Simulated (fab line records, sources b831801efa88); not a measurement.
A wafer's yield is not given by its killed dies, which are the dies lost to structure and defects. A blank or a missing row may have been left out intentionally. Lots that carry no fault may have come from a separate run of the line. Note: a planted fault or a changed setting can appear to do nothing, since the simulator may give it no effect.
A struck lot beside a sound one + flow gf180mcu + 14 out of 602 route steps
Sound: these wafers, L734.3, L734.4, L734.5. Wafers L738.2, L738.3, L738.6 were the ones struck. The cause is named last.
Order at every step that has rows: each side's tool, ch and its chambers, its first start. Under that, the readings that differ: sound wafers + struck wafers + difference of the means + sigmas: that difference in standard deviations of wafers without a fault.
alike: readings whose means differ by less than 2 such deviations, and words and numbers that are the same on both sides. not compared: withheld readings, readings that some wafer has no value for, bounds like >300 that may hide the same value, and numbers for which the record gives no deviation and whose values overlap.
The two part at a step that has a row with sigmas, a row that says differs or no value, or rows on one side only. Numbers that have no deviation but don't overlap get no sigmas and don't part them. A reading missing from all wafers of one side parts the sides only when that side holds two or more wafers.

first, 3 steps without rows for these wafers: GF_MVSD_EXPOSE_04 (exposes mask MVSD, target cd 1000 nm); GF_MVSD_PEB_05; GF_MVSD_DEVELOP_06 (develop time 60 s).
GF_MVSD_OVL_MEAS_07:
  sound: overlay-02 at day 6 04:17; struck: overlay-01 at day 7 06:12
  alike: MVSD_OVL
then, 2 steps without rows for these wafers: GF_MVSD_IMPLANT_08; GF_MVSD_IMPLANT_09.
GF_MVSD_STRIP_10: strips in O2/N2.
  sound on plasma asher-03 ch 0,1, day 6 04:39; struck on plasma asher-03 ch 0,1, day 7 06:32
  alike: chamber pressure mTorr, drypump motor current A, heater power w, oes product au, strip time to endpoint s
  not compared: rf hours counter h
GF_MVSD_TW_MEAS_11:
  sound: film metro-03 at day 6 04:44; struck: film metro-01 at day 7 06:38
  alike: MVSD_TW
then, 4 steps without rows for these wafers: GF_MVPSD_DEHYDRATE_00 (time 60 s); GF_MVPSD_HMDS_01 (prime time 60 s); GF_MVPSD_COAT_02 (resist thk 3000 nm); GF_MVPSD_SOFTBAKE_03.
GF_MVPSD_EXPOSE_04: exposes mask MVPSD, target cd 1000 nm.
  sound on iline stepper-02 ch 0, day 6 11:52; struck on iline stepper-01, day 7 15:17
  no value came back on the struck wafers for exposure dose mJ cm2, focus offset nm (nm), stage vel mm s (mm/s); on the sound wafers exposure dose mJ cm2 reads 260.12 260.09 260.42
  alike: mask
after that, 1 step had no rows for these wafers: GF_MVPSD_PEB_05.

WHERE THEY PART
Only at GF_MVPSD_EXPOSE_04, within this record.

WHY: the cause the simulator had injected
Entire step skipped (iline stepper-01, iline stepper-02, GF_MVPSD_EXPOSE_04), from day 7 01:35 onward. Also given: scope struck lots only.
